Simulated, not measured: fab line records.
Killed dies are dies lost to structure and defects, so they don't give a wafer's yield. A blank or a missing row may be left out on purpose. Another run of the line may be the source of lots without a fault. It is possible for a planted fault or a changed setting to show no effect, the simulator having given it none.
Which of the tools did it? | flow gf180mcu | 13 lots with 39 wafers sampled at 4 steps, on a route of 602 steps

== WHAT THE GAUGES READ, wafer by wafer ==
GF_HV_LDD_CD_MEAS_19 targets a cd of 400 nm. Usual: cd_nm at 400.7 nm, with a standard deviation of 2.7.
lot  | measured     | on        | cd_nm (nm)        | flag
L132 | day 10 20:52 | cd_sem-01 | 398.4 402.2 399.4 |
L133 | day 11 02:59 | cd_sem-01 | 401.8 400.5 401.5 |
L135 | day 11 23:10 | cd_sem-01 | 400.8 399.9 401.6 |
L136 | day 12 06:14 | cd_sem-02 | 402.2 400.3 401.0 |
L138 | day 12 11:56 | cd_sem-01 | 403.0 405.4 401.7 |
L140 | day 13 08:56 | cd_sem-01 | 403.2 403.2 399.9 |
L142 | day 13 23:02 | cd_sem-02 | 400.0 397.4 398.8 |
L143 | day 14 08:32 | cd_sem-01 | 399.4 400.4 399.8 |
L146 | day 15 02:27 | cd_sem-02 | 397.9 394.6 396.6 |
L151 | day 16 16:38 | cd_sem-02 | 400.7 401.0 398.8 |
L152 | day 17 05:44 | cd_sem-02 | 397.7 400.5 398.2 |
L154 | day 17 12:36 | cd_sem-02 | 398.6 400.6 397.8 |
L155 | day 18 01:36 | cd_sem-01 | 400.7 402.5 400.1 |

GF_NSD_CD_MEAS_07 targets a cd of 400 nm. Usual: cd_nm at 400.6 nm, with a standard deviation of 2.
lot  | measured     | on        | cd_nm (nm)        | flag
L132 | day 13 09:28 | cd_sem-01 | 400.8 399.0 402.8 |
L133 | day 13 17:39 | cd_sem-02 | 403.2 403.6 405.4 |
L135 | day 14 14:58 | cd_sem-01 | 400.2 402.5 401.2 |
L136 | day 14 22:29 | cd_sem-01 | 400.3 401.2 397.4 |
L138 | day 15 05:55 | cd_sem-01 | 402.0 402.3 402.5 |
L140 | day 16 04:50 | cd_sem-01 | 401.6 402.0 399.9 |
L142 | day 16 19:26 | cd_sem-01 | 402.7 404.6 402.0 |
L143 | day 17 06:02 | cd_sem-01 | 400.9 399.4 400.0 |
L146 | day 18 00:42 | cd_sem-02 | 401.3 403.7 402.4 |
L151 | day 19 19:09 | cd_sem-01 | 400.9 401.1 401.2 |
L152 | day 20 10:32 | cd_sem-02 | 402.9 405.4 402.3 |
L154 | day 20 17:06 | cd_sem-01 | 399.2 397.0 400.5 |
L155 | day 21 05:13 | cd_sem-02 | 399.6 398.4 398.6 |

== WHAT TOOL EACH LOT RAN ON (gives the tool, then ch and the chambers of the sampled wafers, and finally the start) ==
lot  | GF_HV_LDD_STRIP_10                   | GF_HV_LDD_ETCHBACK_58
L132 | plasma_asher-02 ch 0,1, day 10 02:46 | rie_diel-03 ch 0,2, day 12 13:49
L133 | plasma_asher-02 ch 0,1, day 10 08:58 | rie_diel-03 ch 0,2, day 12 21:54
L135 | plasma_asher-03 ch 0,1, day 11 04:37 | rie_diel-02 ch 0,2, day 13 18:09
L136 | plasma_asher-02 ch 0,1, day 11 11:36 | rie_diel-03 ch 0,1,2, day 14 01:42
L138 | plasma_asher-02 ch 0,1, day 11 17:15 | rie_diel-02 ch 0,2,3, day 14 08:34
L140 | plasma_asher-02 ch 0,1, day 12 13:59 | rie_diel-01 ch 0,1, day 15 06:34
L142 | plasma_asher-03 ch 0,1, day 13 02:57 | rie_diel-02 ch 0,1, day 15 21:38
L143 | plasma_asher-03 ch 0,1, day 13 12:21 | rie_diel-03 ch 0,3, day 16 07:34
L146 | plasma_asher-03 ch 0,1, day 14 05:56 | rie_diel-02 ch 0,1,3, day 17 02:21
L151 | plasma_asher-02 ch 0,1, day 15 18:14 | rie_diel-03 ch 0,1, day 18 18:53
L152 | plasma_asher-02 ch 0,1, day 16 07:32 | rie_diel-02 ch 0,1,3, day 19 09:37
L154 | plasma_asher-01 ch 1, day 16 14:35   | rie_diel-02 ch 0,3, day 19 16:55
L155 | plasma_asher-03 ch 0,1, day 17 02:59 | rie_diel-02 ch 2,3, day 20 06:12
- GF_HV_LDD_STRIP_10: strips in O2/N2.
- GF_HV_LDD_ETCHBACK_58: etches Si3N4 in CH3F/O2, stops on SiO2, time 100 s, target depth 90 nm.

== WHAT THE TOOLS THEMSELVES READ (means of the sampled wafers that have a number; where no wafer has one, the mark that the record gives instead) ==
GF_HV_LDD_STRIP_10. Usual: drypump_motor_current_A 5.86 A, standard deviation 0.2; heater_power_w 356 W, standard deviation 32; oes_product_au 0.716 a.u., standard deviation 0.0044; strip_time_to_endpoint_s 12.609 s, standard deviation 0.029.
lot  | tool            | drypump_motor_current_A (A) | heater_power_w (W) | oes_product_au (a.u.) | strip_time_to_endpoint_s (s) | flag
L132 | plasma_asher-02 | 5.85                        | 350                | 0.717                 | 12.598                       |
L133 | plasma_asher-02 | 5.71                        | 338                | 0.715                 | 12.590                       |
L135 | plasma_asher-03 | 6.08                        | 359                | 0.716                 | 12.610                       |
L136 | plasma_asher-02 | 5.72                        | 339                | 0.717                 | 12.591                       |
L138 | plasma_asher-02 | 5.82                        | 350                | 0.714                 | 12.644                       |
L140 | plasma_asher-02 | 5.83                        | 358                | 0.716                 | 12.592                       |
L142 | plasma_asher-03 | 6.07                        | 361                | 0.713                 | 12.640                       |
L143 | plasma_asher-03 | 6.01                        | 389                | 0.717                 | 12.630                       |
L146 | plasma_asher-03 | 6.02                        | 387                | 0.717                 | 12.641                       |
L151 | plasma_asher-02 | 5.70                        | 337                | 0.716                 | 12.598                       |
L152 | plasma_asher-02 | 5.72                        | 336                | 0.720                 | 12.585                       |
L154 | plasma_asher-01 | 5.63                        | 390                | 0.719                 | 12.600                       |
L155 | plasma_asher-03 | 6.07                        | 369                | 0.718                 | 12.562                       |

GF_HV_LDD_ETCHBACK_58. Usual: drypump_motor_current_A 5.6 A, standard deviation 0.44; oes_product_au 0.842 a.u., standard deviation 0.0066; run_length_s 128.2 s, standard deviation 0.47; throttle_valve_pct 10.561 %, standard deviation 0.01.
lot  | tool        | drypump_motor_current_A (A) | oes_product_au (a.u.) | run_length_s (s) | throttle_valve_pct (%) | flag
L132 | rie_diel-03 | 5.6                         | 0.832                 | 128.0            | 10.554                 |
L133 | rie_diel-03 | 5.5                         | 0.842                 | 128.0            | 10.564                 |
L135 | rie_diel-02 | 5.7                         | 0.834                 | 128.4            | 10.557                 |
L136 | rie_diel-03 | 5.2                         | 0.831                 | 128.1            | 10.553                 |
L138 | rie_diel-02 | 5.7                         | 0.837                 | 128.5            | 10.558                 |
L140 | rie_diel-01 | 5.2                         | 0.843                 | 128.3            | 10.558                 |
L142 | rie_diel-02 | 5.8                         | 0.875                 | 125.2            | 10.574                 | OFF
L143 | rie_diel-03 | 6.0                         | 0.841                 | 128.4            | 10.557                 |
L146 | rie_diel-02 | 5.8                         | 0.869                 | 125.3            | 10.564                 | OFF
L151 | rie_diel-03 | 5.2                         | 0.847                 | 128.1            | 10.568                 |
L152 | rie_diel-02 | 5.8                         | 0.838                 | 128.5            | 10.562                 |
L154 | rie_diel-02 | 5.7                         | 0.847                 | 128.7            | 10.570                 |
L155 | rie_diel-02 | 5.7                         | 0.838                 | 128.4            | 10.564                 |

== THE ANSWER, worked out from the rows above alone ==
Rule: a lot counts as off when the mean over its wafers that have a number is more than 3 standard deviations away from the usual mean. Also off: a lot with no number at a reading for which 4 or more lots have one. The other lots that the step has rows for count as sound. Order of review: gauges by route order, followed by the tools' own readings, for which a lot's mean as printed above is used. At the first step where some lot is off, the reading lying furthest off is the one used; lots without a number count as furthest.
Off at GF_HV_LDD_ETCHBACK_58 (run_length_s): L142, L146.
If a tool, at that step or one of the process steps before it, ran each lot that is off and ran no sound lot following the first of them, it fits. Of those tried, none fits.

== WHAT THE SIMULATOR HAD INSERTED ==
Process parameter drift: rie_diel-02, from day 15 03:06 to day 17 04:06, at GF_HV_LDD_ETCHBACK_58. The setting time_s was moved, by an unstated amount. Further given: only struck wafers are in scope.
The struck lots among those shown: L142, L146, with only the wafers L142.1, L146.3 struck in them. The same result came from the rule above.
